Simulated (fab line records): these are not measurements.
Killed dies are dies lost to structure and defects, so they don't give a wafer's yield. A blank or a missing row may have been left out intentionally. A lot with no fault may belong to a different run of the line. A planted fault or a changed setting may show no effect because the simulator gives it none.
Which tool did it? | flow gf180mcu | 24 lots, 72 wafers sampled, at 5 steps of a route of 602

== WHAT THE GAUGES SHOWED, per wafer ==
GF_V4_BOW_MEAS_05. Usual: V4_BOW gives 135 um (standard deviation 8.4).
lot  | measured     | on           | V4_BOW (um) | flag
L074 | day 23 12:36 | filmMetro-03 | 133 146 130 | 
L075 | day 23 20:10 | filmMetro-03 | 152 154 140 | 
L076 | day 24 05:01 | filmMetro-01 | 131 130 131 | 
L077 | day 24 14:39 | filmMetro-02 | 132 128 130 | 
L078 | day 25 00:47 | filmMetro-01 | 133 135 138 | 
L079 | day 25 10:33 | filmMetro-03 | 136 138 142 | 
L080 | day 25 22:19 | filmMetro-03 | 118 126 122 | 
L081 | day 25 23:36 | filmMetro-02 | 138 126 131 | 
L082 | day 26 15:08 | filmMetro-02 | 140 135 135 | 
L083 | day 27 02:20 | filmMetro-03 | 145 138 137 | 
L084 | day 27 05:19 | filmMetro-01 | 139 129 127 | 
L085 | day 27 12:05 | filmMetro-03 | 121 123 132 | 
L086 | day 27 15:05 | filmMetro-01 | 129 130 137 | 
L087 | day 28 05:04 | filmMetro-03 | 127 134 136 | 
L088 | day 28 09:00 | filmMetro-03 | 149 132 150 | 
L089 | day 28 15:09 | filmMetro-01 | 130 135 138 | 
L090 | day 29 00:05 | filmMetro-03 | 145 140 145 | 
L091 | day 29 05:26 | filmMetro-02 | 148 141 150 | 
L092 | day 29 09:45 | filmMetro-03 | 124 130 134 | 
L093 | day 29 19:17 | filmMetro-02 | 131 135 139 | 
L094 | day 30 00:44 | filmMetro-01 | 149 141 128 | 
L095 | day 30 04:35 | filmMetro-01 | 135 136 134 | 
L096 | day 30 10:57 | filmMetro-02 | 125 131 134 | 
L097 | day 30 22:33 | filmMetro-01 | 141 133 137 | 

GF_V4_CD_MEAS_14: target cd 260 nm. Usual: cdNm 259.7 nm, standard deviation 1.
lot  | measured     | on       | cdNm (nm)         | flag
L074 | day 24 11:37 | cdSem-02 | 260.5 260.9 260.3 | 
L075 | day 24 18:49 | cdSem-02 | 258.9 260.0 258.4 | 
L076 | day 25 03:12 | cdSem-02 | 259.3 259.5 259.3 | 
L077 | day 25 12:07 | cdSem-01 | 260.3 260.7 260.7 | 
L078 | day 25 22:20 | cdSem-01 | 260.6 261.9 260.5 | 
L079 | day 26 08:10 | cdSem-02 | 259.7 261.1 260.0 | 
L080 | day 26 19:12 | cdSem-01 | 258.6 259.7 260.2 | 
L081 | day 26 20:27 | cdSem-01 | 259.0 257.9 258.3 | 
L082 | day 27 11:53 | cdSem-01 | 259.6 259.7 261.0 | 
L083 | day 27 22:24 | cdSem-02 | 257.9 258.5 257.8 | 
L084 | day 28 01:14 | cdSem-01 | 258.4 259.1 259.5 | 
L085 | day 28 07:53 | cdSem-02 | 258.7 259.6 259.2 | 
L086 | day 28 10:50 | cdSem-02 | 259.1 259.6 260.1 | 
L087 | day 29 00:10 | cdSem-02 | 258.7 258.1 260.0 | 
L088 | day 29 04:40 | cdSem-02 | 260.0 259.9 260.5 | 
L089 | day 29 10:20 | cdSem-02 | 262.2 261.4 261.6 | 
L090 | day 29 18:54 | cdSem-01 | 259.1 259.0 259.7 | 
L091 | day 30 00:17 | cdSem-02 | 259.7 260.0 259.5 | 
L092 | day 30 04:49 | cdSem-01 | 259.8 259.5 259.0 | 
L093 | day 30 13:18 | cdSem-02 | 259.9 260.1 260.1 | 
L094 | day 30 18:50 | cdSem-02 | 259.6 261.9 260.0 | 
L095 | day 30 22:44 | cdSem-02 | 260.2 259.3 258.8 | 
L096 | day 31 04:31 | cdSem-02 | 260.2 260.6 259.9 | 
L097 | day 31 16:33 | cdSem-02 | 258.1 259.3 258.6 | 

== EACH LOT AND THE TOOL THAT RAN IT (in order: tool; ch and the chambers of the sampled wafers; start) ==
lot  | GF_POLY_GATE_STRIP_14               | GF_V1_CMP_26                  | GF_M2_METAL_ETCH_16
L074 | plasmaAsher-03 ch 0,1, day 9 05:33  | cmp-01 ch 0,2,3, day 18 05:06 | rieMetal-04 ch 0,1, day 19 06:21
L075 | plasmaAsher-04 ch 0,1, day 9 11:21  | cmp-01 ch 0,1,2, day 18 12:13 | rieMetal-04 ch 0,1, day 19 13:13
L076 | plasmaAsher-01 ch 0,1, day 9 16:47  | cmp-01 ch 0,2,3, day 18 22:53 | rieMetal-02 ch 0,1, day 19 23:52
L077 | plasmaAsher-04 ch 0,1, day 10 01:29 | cmp-02 ch 1,3, day 19 08:06   | rieMetal-03 ch 0,1, day 20 09:08
L078 | plasmaAsher-03 ch 0,1, day 10 09:56 | cmp-01 ch 0,2,3, day 19 19:04 | rieMetal-03 ch 0, day 20 20:10
L079 | plasmaAsher-01 ch 0,1, day 10 17:49 | cmp-01 ch 0,1,2, day 20 07:16 | rieMetal-02 ch 0,1, day 21 07:28
L080 | plasmaAsher-03 ch 0,1, day 11 06:25 | cmp-02 ch 0,1,3, day 20 21:01 | rieMetal-04 ch 0, day 21 21:31
L081 | plasmaAsher-01 ch 0, day 11 08:06   | cmp-02 ch 0,1,2, day 20 22:17 | rieMetal-02 ch 0,1, day 21 22:28
L082 | plasmaAsher-04 ch 0,1, day 11 18:44 | cmp-02 ch 1,3, day 21 14:12   | rieMetal-04 ch 0, day 22 14:35
L083 | plasmaAsher-04 ch 0,1, day 12 07:37 | cmp-01 ch 0,2,3, day 22 05:22 | rieMetal-02 ch 1, day 23 05:19
L084 | plasmaAsher-01 ch 0,1, day 12 07:50 | cmp-01 ch 1,2,3, day 22 07:35 | rieMetal-04 ch 0,1, day 23 07:31
L085 | plasmaAsher-03 ch 0,1, day 12 11:55 | cmp-01 ch 0,1, day 22 14:41   | rieMetal-02 ch 0,1, day 23 13:56
L086 | plasmaAsher-04 ch 0,1, day 12 17:59 | cmp-01 ch 0,1,2, day 22 17:45 | rieMetal-02 ch 0,1, day 23 16:50
L087 | plasmaAsher-01 ch 0,1, day 13 09:28 | cmp-01 ch 2,3, day 23 11:08   | rieMetal-03 ch 0,1, day 24 10:35
L088 | plasmaAsher-01 ch 0,1, day 13 14:09 | cmp-02 ch 1,2,3, day 23 15:55 | rieMetal-02 ch 0,1, day 24 14:22
L089 | plasmaAsher-03 ch 0,1, day 13 21:01 | cmp-02 ch 1,2,3, day 23 22:53 | rieMetal-02 ch 0,1, day 24 21:25
L090 | plasmaAsher-03 ch 0,1, day 14 05:15 | cmp-01 ch 1,2, day 24 10:21   | rieMetal-02 ch 0,1, day 25 09:13
L091 | plasmaAsher-01 ch 0,1, day 14 10:39 | cmp-01 ch 0,1, day 24 15:32   | rieMetal-02 ch 0,1, day 25 13:32
L092 | plasmaAsher-01 ch 0,1, day 14 16:17 | cmp-01 ch 1,3, day 24 20:23   | rieMetal-03 ch 0,1, day 25 17:35
L093 | plasmaAsher-03 ch 0,1, day 15 00:02 | cmp-02 ch 0,2,3, day 25 07:56 | rieMetal-02 ch 0,1, day 26 05:14
L094 | plasmaAsher-01 ch 0,1, day 15 05:57 | cmp-01 ch 2,3, day 25 13:58   | rieMetal-02 ch 0, day 26 11:35
L095 | plasmaAsher-04 ch 0,1, day 15 11:46 | cmp-02 ch 0,1,2, day 25 17:13 | rieMetal-03 ch 0,1, day 26 15:04
L096 | plasmaAsher-04 ch 0,1, day 15 23:29 | cmp-02 ch 1,3, day 26 01:43   | rieMetal-02 ch 0, day 26 23:09
L097 | plasmaAsher-03 ch 0,1, day 16 08:28 | cmp-02 ch 1,2, day 26 13:38   | rieMetal-02 ch 0,1, day 27 10:32
- GF_POLY_GATE_STRIP_14: strips in O2/N2.
- GF_V1_CMP_26: polishes, stops on SiO2, t overpolish 15 s, target thk 0 nm.
- GF_M2_METAL_ETCH_16: etches the open film in Cl2/BCl3, stops on SiO2, target depth 627.5 nm, time 104.6 s.

== WHAT THE TOOLS THEMSELVES READ (means of the sampled wafers that have a number; where no wafer has one, the mark that the record gives instead) ==
GF_POLY_GATE_STRIP_14. Usual: chamberPressureMTorr 1500.0 mTorr, standard deviation 1.5; drypumpMotorCurrentA 5.9 A, standard deviation 0.53; heaterPowerW 322 W, standard deviation 45; oesProductAu 0.504 a.u., standard deviation 0.0045.
lot  | tool           | chamberPressureMTorr (mTorr) | drypumpMotorCurrentA (A) | heaterPowerW (W) | oesProductAu (a.u.) | flag
L074 | plasmaAsher-03 | 1499.6                       | 6.5                      | 352              | 0.507               | 
L075 | plasmaAsher-04 | 1499.5                       | 5.8                      | 330              | 0.505               | 
L076 | plasmaAsher-01 | 1499.1                       | 5.6                      | 318              | 0.502               | 
L077 | plasmaAsher-04 | 1499.6                       | 5.5                      | 325              | 0.506               | 
L078 | plasmaAsher-03 | 1501.7                       | 6.5                      | 346              | 0.503               | 
L079 | plasmaAsher-01 | 1501.3                       | 5.9                      | 316              | 0.508               | 
L080 | plasmaAsher-03 | 1499.1                       | 6.5                      | 346              | 0.501               | 
L081 | plasmaAsher-01 | 1500.7                       | 5.4                      | 322              | 0.501               | 
L082 | plasmaAsher-04 | 1499.8                       | 5.8                      | 331              | 0.505               | 
L083 | plasmaAsher-04 | 1500.6                       | 5.4                      | 321              | 0.503               | 
L084 | plasmaAsher-01 | 1501.4                       | 5.6                      | 321              | 0.505               | 
L085 | plasmaAsher-03 | 1499.7                       | 6.5                      | 355              | 0.504               | 
L086 | plasmaAsher-04 | 1499.9                       | 5.9                      | 327              | 0.503               | 
L087 | plasmaAsher-01 | 1499.3                       | 5.9                      | 317              | 0.505               | 
L088 | plasmaAsher-01 | 1499.2                       | 5.6                      | 313              | 0.507               | 
L089 | plasmaAsher-03 | 1500.1                       | 6.5                      | 350              | 0.504               | 
L090 | plasmaAsher-03 | 1501.2                       | 6.3                      | 303              | 0.497               | 
L091 | plasmaAsher-01 | 1500.2                       | 5.9                      | 314              | 0.509               | 
L092 | plasmaAsher-01 | 1500.1                       | 5.9                      | 319              | 0.504               | 
L093 | plasmaAsher-03 | 1500.1                       | 6.5                      | 351              | 0.506               | 
L094 | plasmaAsher-01 | 1499.5                       | 5.9                      | 309              | 0.502               | 
L095 | plasmaAsher-04 | 1500.5                       | 5.9                      | 331              | 0.501               | 
L096 | plasmaAsher-04 | 1500.1                       | 5.8                      | 329              | 0.508               | 
L097 | plasmaAsher-03 | 1498.7                       | 6.3                      | 300              | 0.504               | 

GF_V1_CMP_26. Usual: headPressurePsi 3.499 psi, standard deviation 0.008; motorCurrentA 10.9 A, standard deviation 0.69; overpolishRunS 15.001 s, standard deviation 0.0092; timeToEndpointS 84 s, standard deviation 4.7.
lot  | tool   | headPressurePsi (psi) | motorCurrentA (A) | overpolishRunS (s) | timeToEndpointS (s) | flag
L074 | cmp-01 | 3.496                 | 11.3              | 14.997             | 88                  | 
L075 | cmp-01 | 3.497                 | 10.6              | 14.992             | 87                  | 
L076 | cmp-01 | 3.509                 | 11.0              | 14.999             | 84                  | 
L077 | cmp-02 | 3.503                 | 10.7              | 15.001             | 79                  | 
L078 | cmp-01 | 3.496                 | 11.3              | 14.991             | 82                  | 
L079 | cmp-01 | 3.491                 | 10.4              | 15.001             | 81                  | 
L080 | cmp-02 | 3.498                 | 10.7              | 15.001             | 77                  | 
L081 | cmp-02 | 3.509                 | 10.3              | 14.999             | 89                  | 
L082 | cmp-02 | 3.506                 | 10.7              | 15.006             | 85                  | 
L083 | cmp-01 | 3.498                 | 11.3              | 15.002             | 87                  | 
L084 | cmp-01 | 3.498                 | 11.2              | 14.998             | 84                  | 
L085 | cmp-01 | 3.499                 | 10.6              | 14.995             | 86                  | 
L086 | cmp-01 | 3.501                 | 10.9              | 15.003             | 87                  | 
L087 | cmp-01 | 3.503                 | 11.4              | 14.995             | 89                  | 
L088 | cmp-02 | 3.495                 | 11.2              | 15.003             | 79                  | 
L089 | cmp-02 | 3.503                 | 10.9              | 15.004             | 83                  | 
L090 | cmp-01 | 3.506                 | 11.1              | 15.005             | 83                  | 
L091 | cmp-01 | 3.497                 | 10.5              | 14.999             | 90                  | 
L092 | cmp-01 | 3.495                 | 10.9              | 15.008             | 84                  | 
L093 | cmp-02 | 3.501                 | 11.4              | 15.003             | 81                  | 
L094 | cmp-01 | 3.494                 | 11.6              | 14.997             | 83                  | 
L095 | cmp-02 | 3.498                 | 10.2              | 14.993             | 85                  | 
L096 | cmp-02 | 3.495                 | 10.6              | 15.009             | 85                  | 
L097 | cmp-02 | 3.509                 | 10.3              | 14.996             | 88                  | 

GF_M2_METAL_ETCH_16. Usual: chamberPressureMTorr 8.000 mTorr, standard deviation 0.0077; drypumpMotorCurrentA 5.6 A, standard deviation 0.45; oesProductAu 0.974 a.u., standard deviation 0.0069; rfFwdPowerW 795.0 W, standard deviation 2.8; throttleValvePct 28.248 %, standard deviation 0.011.
lot  | tool        | chamberPressureMTorr (mTorr) | drypumpMotorCurrentA (A) | oesProductAu (a.u.) | rfFwdPowerW (W) | throttleValvePct (%) | flag
L074 | rieMetal-04 | 7.998                        | 6.1                      | 0.977               | 795.4           | 28.245               | 
L075 | rieMetal-04 | 8.001                        | 6.0                      | 0.974               | 797.6           | 28.251               | 
L076 | rieMetal-02 | 8.003                        | 5.3                      | 0.969               | 795.9           | 28.251               | 
L077 | rieMetal-03 | 7.999                        | 6.2                      | 0.975               | 793.6           | 28.243               | 
L078 | rieMetal-03 | 8.005                        | 6.6                      | 0.967               | 790.7           | 28.260               | 
L079 | rieMetal-02 | 7.992                        | 5.5                      | 0.972               | 797.0           | 28.250               | 
L080 | rieMetal-04 | 8.000                        | 5.9                      | 0.973               | 795.8           | 28.239               | 
L081 | rieMetal-02 | 7.999                        | 5.3                      | 0.976               | 795.1           | 28.257               | 
L082 | rieMetal-04 | 8.007                        | 5.9                      | 0.975               | 794.5           | 28.236               | 
L083 | rieMetal-02 | 8.003                        | 5.6                      | 0.982               | 792.1           | 28.254               | 
L084 | rieMetal-04 | 7.994                        | 5.9                      | 0.975               | 797.3           | 28.242               | 
L085 | rieMetal-02 | 7.999                        | 5.5                      | 0.977               | 792.5           | 28.239               | 
L086 | rieMetal-02 | 8.002                        | 5.5                      | 0.970               | 793.2           | 28.259               | 
L087 | rieMetal-03 | 8.002                        | 5.7                      | 0.994               | 792.1           | 28.231               | 
L088 | rieMetal-02 | 8.007                        | 5.3                      | 0.970               | 792.9           | 28.254               | 
L089 | rieMetal-02 | 7.997                        | 5.3                      | 0.974               | 797.2           | 28.250               | 
L090 | rieMetal-02 | 7.995                        | 5.5                      | 0.974               | 796.2           | 28.241               | 
L091 | rieMetal-02 | 8.001                        | 5.5                      | 0.970               | 796.2           | 28.244               | 
L092 | rieMetal-03 | 7.996                        | 6.1                      | 0.978               | 792.1           | 28.257               | 
L093 | rieMetal-02 | 8.006                        | 5.3                      | 0.972               | 793.4           | 28.235               | 
L094 | rieMetal-02 | 7.998                        | 5.2                      | 0.977               | 797.5           | 28.264               | 
L095 | rieMetal-03 | 8.000                        | 6.1                      | 0.970               | 791.9           | 28.241               | 
L096 | rieMetal-02 | 8.004                        | 5.2                      | 0.971               | 798.6           | 28.256               | 
L097 | rieMetal-02 | 8.007                        | 5.3                      | 0.970               | 797.7           | 28.268               | 

== THE ANSWER, worked out from the rows above alone ==
Rule: a lot is off if the mean of its wafers that have a number lies more than 3 standard deviations from the usual mean. A lot without any number at a reading at which 4 lots or more have one is off too. Where the step has rows for the other lots, those lots are counted as sound. The gauges are gone through in route order, then the tools' own readings, and for those a lot's mean is taken as printed above. The first step at which some lot is off is used, and at that step the reading that is off furthest; a lot without a number counts as furthest.
Nothing can be told from this: no lot is off at any reading shown.

== WHAT THE SIMULATOR HAD PUT IN ==
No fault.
